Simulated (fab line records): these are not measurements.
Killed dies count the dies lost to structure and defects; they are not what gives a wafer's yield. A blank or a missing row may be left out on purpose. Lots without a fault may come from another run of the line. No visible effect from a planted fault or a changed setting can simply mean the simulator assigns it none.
fab line records	flow sky130
record lots=11	wafers=32	lastDay=50
route steps=708 shown FIELD_ISO@3 PWDE@54 NWELL@67 VT_ADJUST_PCH@152 LDD_N@253 PAD_OPEN@708
lots that met no fault: taken from a fault-free run of the same line
startH: hours from the record's first day to the start of the lot's first wafer shown	waitH: how many hours have passed since the lot's step before this one	" unchanged from the row above	L1.1+2: a row that stands for several wafers	- no value, or no start was given	* or withheld: withheld	< > ~ a bound
route shown NAME@n: names a module that has steps shown in the file, with the first one's number in the route	usual: average and standard deviation across the fault-free wafers	same: alike in all rows	chamber/n: place in a boat	sites: readings site by site	_std_site: the values' standard deviation	_edge_site: outer sites' mean less inner sites'	radiusMm: how far each site lies from the wafer's centre	mask NAME#n: copy n	behind: the most recent tool/chamber to have shaped the wafer	hold: why the lot went on hold/how many hours it stayed there/how the hold came to an end	device: the transistor (n, p or np) that didn't switch	end of line: tests of these same wafers at the route's end	for a step that has no rows: nothing shown but its recipe	killed: the dies lost at the first sort to structure and to defects; this is not the yield of the wafer	map: per-die view of a wafer (x killed, . not killed, _ where there is no die)
set.NAME: the setting that was run; set.NAME@STEP: the one run at that earlier step	model.NAME: the simulator's own value behind a step, which no gauge read
steps of the route over a sample of lots; a table a step, a row a wafer
services: from which hour (startH, from the record's first day; less than 0 if before it) a tool's chamber was out of use, for how many hours, and why
## steps
# step SKY_FIELD_ISO_THK_MEAS_02
# recipe reads=SiO2_of_FIELD_ISO_OXIDATION_01
# usual FIELD_ISO_OXIDATION_00_THK=12.01/0.19
lot.wafer	tool	chamber	startH	waitH	FIELD_ISO_OXIDATION_00_THK[nm]
L173.2	filmMetro-03	-	32.43	0.0	11.92
L173.4	"	-	"	"	11.70
L173.6	"	-	"	"	12.09
L176.2	filmMetro-02	-	46.64	0.0	12.15
L176.3	"	-	"	"	11.94
L176.5	"	-	"	"	12.23
L177.1	filmMetro-02	-	51.71	0.0	11.78
L177.5	"	-	"	"	12.00
L177.6	"	-	"	"	11.64
L181.4	filmMetro-02	-	72.25	0.0	12.13
L181.6	"	-	"	"	12.04
L182.1	filmMetro-01	-	78.02	0.0	11.99
L182.5	"	-	"	"	12.09
L182.6	"	-	"	"	12.14
L185.3	filmMetro-02	-	94.58	0.0	12.09
L185.5	"	-	"	"	11.75
L185.6	"	-	"	"	11.87
L187.1	filmMetro-01	-	102.75	0.0	12.23
L187.4	"	-	"	"	12.21
L187.5	"	-	"	"	12.30
L189.1	filmMetro-03	-	113.10	0.0	11.94
L189.2	"	-	"	"	11.83
L189.5	"	-	"	"	11.85
L190.1	filmMetro-01	-	116.63	0.0	11.72
L190.4	"	-	"	"	11.57
L190.6	"	-	"	"	11.74
L191.2	filmMetro-01	-	121.64	0.0	11.67
L191.4	"	-	"	"	11.73
L191.5	"	-	"	"	11.82
L192.1	filmMetro-03	-	127.08	0.0	11.96
L192.2	"	-	"	"	11.93
L192.3	"	-	"	"	11.86
# step SKY_PWDE_STRIP_09
# recipe chemistry=O2/N2	powerW=1400	pressureMtorr=1500	platenTempC=withheld	o2FlowSccm=3000	n2FlowSccm=300	overashFraction=0.5
# usual chamberPressureMTorr=1500.0/1.3	drypumpMotorCurrentA=5.7/0.34	oesProductAu=0.722/0.0043	stripTimeToEndpointS=36.95/0.1
lot.wafer	tool	chamber	startH	waitH	chamberPressureMTorr	drypumpMotorCurrentA	oesProductAu	rfHoursCounterH	stripTimeToEndpointS
L173.2	plasmaAsher-03	0	91.37	0.1	1499.2	5.6	0.729	39	36.89
L173.4	"	0	"	"	1500.4	5.6	0.721	-	36.82
L173.6	"	1	"	"	1499.3	5.1	0.720	-	36.90
L176.2	plasmaAsher-01	1	104.18	0.1	-	-	-	-	-
L176.3	"	1	"	"	-	-	-	-	-
L176.5	"	1	"	"	-	-	-	-	-
L177.1	plasmaAsher-03	0	114.63	0.1	-	-	-	-	-
L177.5	"	0	"	"	-	-	-	-	-
L177.6	"	1	"	"	-	-	-	-	-
L181.4	plasmaAsher-04	0	144.95	0.1	1500.9	6.2	0.713	-	37.01
L181.6	"	1	"	"	1501.1	5.8	0.725	-	36.96
L182.1	plasmaAsher-03	0	145.27	0.1	1500.9	5.6	0.721	45	37.02
L182.5	"	1	"	"	1499.5	5.2	0.717	-	36.98
L182.6	"	0	"	"	1500.6	5.6	0.726	-	37.01
L185.3	plasmaAsher-03	0	159.76	0.1	1498.0	5.6	0.724	-	36.77
L185.5	"	1	"	"	1498.7	5.1	0.731	-	36.81
L185.6	"	0	"	"	1498.2	5.7	0.724	-	36.83
L187.1	plasmaAsher-03	0	171.20	0.1	1501.3	5.6	0.718	47	36.89
L187.4	"	0	"	"	1497.8	5.7	0.718	-	36.82
L187.5	"	0	"	"	1500.3	5.6	0.718	-	37.03
L189.1	plasmaAsher-01	0	182.70	0.1	1499.8	6.0	0.719	6	36.71
L189.2	"	1	"	"	1498.0	5.5	0.719	6	36.67
L189.5	"	1	"	"	1499.5	5.5	0.726	-	36.75
L190.1	plasmaAsher-04	1	184.55	0.1	1501.1	5.8	0.720	49	36.95
L190.4	"	0	"	"	1500.6	6.2	0.718	-	36.92
L190.6	"	1	"	"	1498.0	5.8	0.720	-	36.92
L191.2	plasmaAsher-03	1	190.85	0.1	1498.8	5.2	0.726	49	37.10
L191.4	"	1	"	"	1498.3	5.1	0.711	-	36.92
L191.5	"	1	"	"	1499.7	5.1	0.727	-	36.97
L192.1	plasmaAsher-01	0	197.35	0.1	1498.8	6.0	0.720	8	36.87
L192.2	"	1	"	"	1500.4	5.4	0.720	8	36.82
L192.3	"	0	"	"	1497.9	6.0	0.718	-	36.80
# step SKY_NWELL_STRIP_14
# recipe chemistry=O2/N2	powerW=1400	pressureMtorr=1500	platenTempC=withheld	o2FlowSccm=3000	n2FlowSccm=300	overashFraction=0.5
# usual chamberPressureMTorr=1499.9/1.3	drypumpMotorCurrentA=5.7/0.3	oesProductAu=0.722/0.0045	stripTimeToEndpointS=36.72/0.12
lot.wafer	tool	chamber	startH	waitH	chamberPressureMTorr	drypumpMotorCurrentA	oesProductAu	rfHoursCounterH	stripTimeToEndpointS
L173.2	plasmaAsher-02	0	107.54	0.1	1497.8	5.7	0.716	32	36.74
L173.4	"	0	"	"	1500.8	5.7	0.730	-	36.77
L173.6	"	0	"	"	1499.0	5.7	0.725	-	36.67
L176.2	plasmaAsher-03	1	121.99	0.1	1498.1	5.2	0.740	43	81.05
L176.3	"	1	"	"	1498.3	5.2	0.741	-	81.07
L176.5	"	0	"	"	1500.8	5.7	0.740	-	80.94
L177.1	plasmaAsher-03	0	133.78	0.1	1500.2	5.6	0.743	44	81.18
L177.5	"	0	"	"	1501.5	5.6	0.748	-	81.13
L177.6	"	1	"	"	1497.8	5.1	0.741	-	81.31
L181.4	plasmaAsher-04	1	164.89	0.1	1498.3	5.8	0.716	-	36.82
L181.6	"	0	"	"	1499.3	6.2	0.720	-	36.75
L182.1	plasmaAsher-02	1	165.63	0.1	1500.1	5.5	0.721	38	36.74
L182.5	"	1	"	"	1498.7	5.5	0.727	-	36.74
L182.6	"	0	"	"	1502.2	5.7	0.721	-	36.82
L185.3	plasmaAsher-04	0	181.33	0.1	1500.5	6.2	0.723	-	36.86
L185.5	"	1	"	"	1500.8	5.8	0.727	-	36.78
L185.6	"	0	"	"	1497.2	6.2	0.724	-	36.96
L187.1	plasmaAsher-04	0	191.74	0.1	1499.2	6.2	0.719	50	36.73
L187.4	"	1	"	"	1500.3	5.7	0.725	-	36.68
L187.5	"	0	"	"	1500.8	6.2	0.720	-	36.69
L189.1	plasmaAsher-02	0	203.99	0.1	1500.8	5.7	0.720	42	37.05
L189.2	"	1	"	"	1498.3	5.5	0.716	42	37.03
L189.5	"	0	"	"	1499.9	5.7	0.724	-	36.98
L190.1	plasmaAsher-04	0	205.98	0.1	1499.8	6.2	0.724	52	36.69
L190.4	"	1	"	"	1499.7	5.8	0.723	-	36.71
L190.6	"	1	"	"	1497.8	5.8	0.726	-	36.71
L191.2	plasmaAsher-04	0	212.00	0.1	1500.3	6.2	0.718	52	36.67
L191.4	"	1	"	"	1498.4	5.8	0.717	-	36.61
L191.5	"	0	"	"	1499.3	6.2	0.718	-	36.64
L192.1	plasmaAsher-04	1	219.03	0.1	1499.0	5.8	0.732	53	36.63
L192.2	"	0	"	"	1501.5	6.2	0.722	53	36.73
L192.3	"	0	"	"	1500.4	6.2	0.726	-	36.56
# step SKY_NWELL_TW_MEAS_15
# usual NWELL_TW=1817/15
lot.wafer	tool	chamber	startH	waitH	hold	NWELL_TW
L173.2	filmMetro-04	-	107.65	0.1	-	1821
L173.4	"	-	"	"	-	1810
L173.6	"	-	"	"	-	1813
L176.2	filmMetro-01	-	122.10	0.1	awaitDispo/0.2h/release	30
L176.3	"	-	"	"	awaitDispo/0.2h/release	30
L176.5	"	-	"	"	awaitDispo/0.2h/release	30
L176.2	filmMetro-01	-	122.33	0.2	-	30
L176.3	"	-	"	"	-	30
L176.5	"	-	"	"	-	30
L177.1	filmMetro-01	-	133.88	0.1	awaitDispo/0.2h/release	30
L177.5	"	-	"	"	awaitDispo/0.2h/release	30
L177.6	"	-	"	"	awaitDispo/0.2h/release	30
L177.1	filmMetro-01	-	134.11	0.2	-	30
L177.5	"	-	"	"	-	30
L177.6	"	-	"	"	-	30
L181.4	filmMetro-02	-	164.98	0.1	-	1806
L181.6	"	-	"	"	-	1794
L182.1	filmMetro-02	-	165.73	0.1	-	1799
L182.5	"	-	"	"	-	1799
L182.6	"	-	"	"	-	1806
L185.3	filmMetro-02	-	181.41	0.1	-	1789
L185.5	"	-	"	"	-	1793
L185.6	"	-	"	"	-	1806
L187.1	filmMetro-01	-	191.84	0.1	-	1824
L187.4	"	-	"	"	-	1827
L187.5	"	-	"	"	-	1832
L189.1	filmMetro-01	-	204.09	0.1	-	1836
L189.2	"	-	"	"	-	1830
L189.5	"	-	"	"	-	1834
L190.1	filmMetro-01	-	206.08	0.1	-	1826
L190.4	"	-	"	"	-	1832
L190.6	"	-	"	"	-	1842
L191.2	filmMetro-02	-	212.11	0.1	-	1809
L191.4	"	-	"	"	-	1814
L191.5	"	-	"	"	-	1808
L192.1	filmMetro-01	-	219.13	0.1	-	1818
L192.2	"	-	"	"	-	1831
L192.3	"	-	"	"	-	1822
# step SKY_VT_ADJUST_PCH_STRIP_09
# recipe chemistry=O2/N2	powerW=1400	pressureMtorr=1500	platenTempC=withheld	o2FlowSccm=3000	n2FlowSccm=300	overashFraction=0.5
# usual chamberPressureMTorr=1499.8/1.2	drypumpMotorCurrentA=5.74/0.26	oesProductAu=0.722/0.0045	stripTimeToEndpointS=37.00/0.09
lot.wafer	tool	chamber	startH	waitH	chamberPressureMTorr	drypumpMotorCurrentA	oesProductAu	rfHoursCounterH	stripTimeToEndpointS
L173.2	plasmaAsher-02	0	251.89	0.1	1499.1	5.74	0.721	47	36.84
L173.4	"	1	"	"	1500.2	5.46	0.729	-	36.87
L173.6	"	0	"	"	1499.3	5.72	0.726	-	36.87
L181.4	plasmaAsher-04	1	329.42	0.1	1499.7	5.78	0.713	-	37.00
L181.6	"	0	"	"	1500.3	6.19	0.717	-	37.03
L182.1	plasmaAsher-04	0	330.17	0.1	1498.4	6.18	0.725	64	37.06
L182.5	"	1	"	"	1500.7	5.78	0.725	-	37.10
L182.6	"	0	"	"	1501.7	6.18	0.714	-	37.06
L185.3	plasmaAsher-02	1	347.25	0.1	1497.2	5.49	0.727	-	36.97
L185.5	"	0	"	"	1497.9	5.72	0.727	-	36.99
L185.6	"	1	"	"	1501.3	5.48	0.714	-	37.06
L187.1	plasmaAsher-02	0	361.65	0.1	1499.2	5.75	0.721	58	36.94
L187.4	"	1	"	"	1500.8	5.49	0.720	-	36.88
L187.5	"	1	"	"	1500.0	5.47	0.717	-	36.89
L189.1	plasmaAsher-01	0	379.92	0.1	1501.4	5.98	0.726	25	37.12
L189.2	"	1	"	"	1498.2	5.44	0.724	25	37.20
L189.5	"	0	"	"	1500.8	5.95	0.734	-	37.23
L190.1	plasmaAsher-01	1	383.97	0.1	1499.9	5.43	0.722	25	37.05
L190.4	"	0	"	"	1501.8	6.03	0.719	-	37.05
L190.6	"	1	"	"	1500.8	5.41	0.729	-	36.91
L191.2	plasmaAsher-01	0	389.57	0.1	1497.7	6.00	0.727	26	36.95
L191.4	"	0	"	"	1497.9	5.99	0.719	-	36.99
L191.5	"	0	"	"	1500.9	6.01	0.719	-	36.93
L192.1	plasmaAsher-01	0	402.17	0.1	1500.1	6.03	0.722	27	37.05
L192.2	"	1	"	"	1500.8	5.42	0.718	27	37.07
L192.3	"	1	"	"	1499.7	5.41	0.721	-	37.04
# step SKY_LDD_N_STRIP_16
# recipe chemistry=O2/N2	powerW=1400	pressureMtorr=1500	platenTempC=withheld	o2FlowSccm=3000	n2FlowSccm=300	overashFraction=0.5
# usual chamberPressureMTorr=1500.1/1.3	drypumpMotorCurrentA=5.51/0.26	oesProductAu=0.407/0.0047	stripTimeToEndpointS=4.317/0.014
lot.wafer	tool	chamber	startH	waitH	chamberPressureMTorr	drypumpMotorCurrentA	oesProductAu	rfHoursCounterH	stripTimeToEndpointS
L173.2	plasmaAsher-02	0	437.02	0.1	1500.3	5.72	0.410	65	4.311
L173.4	"	0	"	"	1499.0	5.72	0.401	-	4.315
L173.6	"	0	"	"	1498.5	5.73	0.408	-	4.320
L181.4	plasmaAsher-03	1	524.48	0.1	1502.0	5.17	0.401	-	4.293
L181.6	"	1	"	"	1498.9	5.14	0.402	-	4.273
L182.1	plasmaAsher-03	0	525.66	0.1	1500.1	5.64	0.414	10	4.323
L182.5	"	1	"	"	1499.1	5.14	0.414	-	4.322
L182.6	"	0	"	"	1502.0	5.63	0.407	-	4.310
L185.3	plasmaAsher-03	1	541.60	0.1	1500.2	5.13	0.414	-	4.300
L185.5	"	0	"	"	1500.3	5.62	0.407	-	4.277
L185.6	"	1	"	"	1499.8	5.12	0.405	-	4.315
L187.1	plasmaAsher-01	0	560.52	0.1	1500.5	6.01	0.409	42	4.332
L187.4	"	1	"	"	1498.8	5.43	0.404	-	4.338
L187.5	"	1	"	"	1501.5	5.45	0.404	-	4.330
L189.1	plasmaAsher-03	1	574.85	0.1	1498.7	5.16	0.405	15	4.313
L189.2	"	0	"	"	1499.0	5.63	0.411	15	4.318
L189.5	"	1	"	"	1500.3	5.15	0.400	-	4.287
L190.1	plasmaAsher-03	0	579.77	0.1	1500.0	5.66	0.407	15	4.316
L190.4	"	0	"	"	1499.1	5.64	0.405	-	4.311
L190.6	"	1	"	"	1500.7	5.12	0.402	-	4.302
L191.2	plasmaAsher-02	1	583.05	0.1	1502.5	5.46	0.418	80	4.326
L191.4	"	1	"	"	1500.9	5.47	0.403	-	4.315
L191.5	"	1	"	"	1499.6	5.46	0.409	-	4.302
L192.1	plasmaAsher-01	0	599.02	0.1	1501.0	6.02	0.402	46	4.342
L192.2	"	1	"	"	1502.0	5.45	0.417	46	4.321
L192.3	"	0	"	"	1500.7	5.99	0.412	-	4.316
# step SKY_PAD_OPEN_PROBE_99
# usual defectLimitedYield=82.4/1.9	killed_at_M0_to_M3=42/7.1	killed_at_M4_up=3.0/1.7	killedAtContacts=25/5	killedAtFrontEnd=16/4.4	killedAtOther=0.5/1.4	killedDies=87/9.2	killedOpen=47/6.2	killedShort=39/6.6	sort_bin_3_pad_short=0.9/0.46	sort_bin_5_function=10.3/1.6	sort_bin_6_memory=6.4/0.99	sortNPass=405/9.2	sortYieldPct=82.4/1.9
# same grossDies=492	killedAtBackSide=0	sort_bin_4_leakage[%]=0	sort_bin_8_speed[%]=0
lot.wafer	tool	chamber	startH	waitH	defectLimitedYield[%]	killed_at_M0_to_M3	killed_at_M4_up	killedAtContacts	killedAtFrontEnd	killedAtOther	killedDies	killedOpen	killedShort	sort_bin_3_pad_short[%]	sort_bin_5_function[%]	sort_bin_6_memory[%]	sortNPass	sortYieldPct[%]
L173.2	prober-01	-	1097.88	0.1	83.9	39	2	25	12	1	79	47	32	0.8	8.7	6.5	413	83.9
L173.4	prober-01	-	1097.98	0.2	82.1	41	6	31	9	1	88	50	38	0.6	10.8	6.5	404	82.1
L173.6	prober-01	-	1098.08	0.2	84.3	38	4	22	13	0	77	40	37	0.8	9.3	5.5	415	84.3
L181.4	prober-02	-	1154.22	0.2	84.3	33	1	31	12	0	77	50	26	0.4	8.3	6.9	415	84.3
L181.6	prober-02	-	1154.32	0.2	79.9	46	3	33	17	0	99	54	45	0.6	12.6	6.9	393	79.9
L190.1	prober-01	-	1186.65	0.1	84.6	39	1	21	15	0	76	37	39	1.4	7.7	6.3	416	84.6
L190.4	prober-01	-	1186.80	0.2	83.7	33	2	29	15	1	80	52	28	0.6	10.8	4.9	412	83.7
L190.6	prober-01	-	1186.90	0.2	83.7	38	1	23	18	0	80	43	37	0.8	9.6	5.9	412	83.7
# killed by level:class
L173.2 VIA1:geometricParticle:open=11 CONTACT:geometricParticle:open=10 LI_CONTACT:geometricParticle:open=9 VIA1:geometricParticle:short=7 FIELD_ISO:geometricParticle:open=4 VIA2:geometricParticle:open=4 METAL2:geometricParticle:short=4 VIA3:geometricParticle:open=4
L173.4 CONTACT:geometricParticle:open=14 VIA1:geometricParticle:open=10 VIA2:geometricParticle:open=8 VIA3:geometricParticle:open=7 LI_CONTACT:geometricParticle:open=6 FIELD_ISO:geometricParticle:short=4 LOCAL_INTERCONNECT:geometricParticle:short=4 CONTACT:geometricParticle:short=4
L173.6 VIA1:geometricParticle:open=11 CONTACT:geometricParticle:open=7 LI_CONTACT:geometricParticle:open=7 METAL1:geometricParticle:short=5 VIA1:geometricParticle:short=5 METAL2:geometricParticle:short=5 POLY_GATE:geometricParticle:short=4 SPACER:geometricParticle:short=3
L181.4 CONTACT:geometricParticle:open=12 LI_CONTACT:geometricParticle:open=9 VIA1:geometricParticle:open=8 VIA3:geometricParticle:open=8 VIA2:geometricParticle:open=7 CONTACT:geometricParticle:short=6 METAL2:geometricParticle:short=5 FIELD_ISO:geometricParticle:short=3
L181.6 CONTACT:geometricParticle:open=14 VIA1:geometricParticle:open=10 LI_CONTACT:geometricParticle:open=8 METAL2:geometricParticle:short=8 VIA1:geometricParticle:short=7 FIELD_ISO:geometricParticle:open=5 METAL1:geometricParticle:short=5 VIA2:geometricParticle:open=5
L190.1 VIA1:geometricParticle:open=10 METAL1:geometricParticle:short=9 LI_CONTACT:geometricParticle:short=7 CONTACT:geometricParticle:open=6 VIA1:geometricParticle:short=6 LI_CONTACT:geometricParticle:open=4 POLY_GATE:geometricParticle:short=4 VIA2:geometricParticle:open=4
L190.4 VIA1:geometricParticle:open=12 LI_CONTACT:geometricParticle:open=9 CONTACT:geometricParticle:open=7 LOCAL_INTERCONNECT:geometricParticle:short=7 FIELD_ISO:geometricParticle:open=5 METAL1:geometricParticle:open=5 VIA3:geometricParticle:open=5 FIELD_ISO:geometricParticle:short=3
L190.6 LI_CONTACT:geometricParticle:open=12 VIA1:geometricParticle:open=11 FIELD_ISO:geometricParticle:open=6 VIA1:geometricParticle:short=6 METAL2:geometricParticle:short=5 VIA2:geometricParticle:short=5 CONTACT:geometricParticle:short=4 VIA3:geometricParticle:open=4
## services
tool	chamber	startH	hours	kind
plasmaAsher-04	-	71.70	10.0	repair
plasmaAsher-01	-	108.75	9.0	pm
plasmaAsher-01	0	108.75	9.0	ventCycle
plasmaAsher-01	1	108.75	9.0	ventCycle
plasmaAsher-01	0	117.75	-	clean
plasmaAsher-01	1	117.75	-	clean
plasmaAsher-03	-	247.96	0.6	repair
plasmaAsher-04	-	264.37	1.5	repair
plasmaAsher-02	-	270.84	2.8	pm
plasmaAsher-01	-	366.33	2.8	pm
plasmaAsher-03	-	394.86	2.5	repair
plasmaAsher-04	-	416.08	0.7	repair
plasmaAsher-03	-	421.25	9.0	pm
plasmaAsher-03	0	421.25	9.0	ventCycle
plasmaAsher-03	1	421.25	9.0	ventCycle
plasmaAsher-03	0	430.25	-	clean
plasmaAsher-03	1	430.25	-	clean
plasmaAsher-01	-	449.20	7.6	pm
plasmaAsher-03	-	449.67	0.4	repair
plasmaAsher-02	-	474.45	1.3	repair
plasmaAsher-02	-	520.88	7.9	repair
plasmaAsher-03	-	527.54	0.8	repair
plasmaAsher-04	-	529.90	1.0	repair
## key
firstSign step=SKY_PWDE_STRIP_09	reading=toolRecord	direction=missing
effect step=SKY_NWELL_STRIP_14	reading=stripTimeToEndpointS	direction=up	sigmas=99+	usual=*	struck=*
effect step=SKY_NWELL_TW_MEAS_15	reading=visit	direction=added
effect step=SKY_NWELL_TW_MEAS_15	reading=NWELL_TW	direction=down	sigmas=99+	usual=1817	struck=30
metAt SKY_PWDE_STRIP_09
struckLots L176,L177
scrappedBehind SKY_NWELL_TW_MEAS_15 L176.2,L176.3,L176.5,L177.1,L177.5,L177.6
notActingAt SKY_FIELD_ISO_THK_MEAS_02,SKY_VT_ADJUST_PCH_STRIP_09,SKY_LDD_N_STRIP_16
onsetBetween 91.37 104.18
fault kind=skippedStepWhole	tool=plasmaAsher-01,plasmaAsher-03	chamber=-	onsetH=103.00	steps=SKY_PWDE_STRIP_09	scope=struckLotsOnly
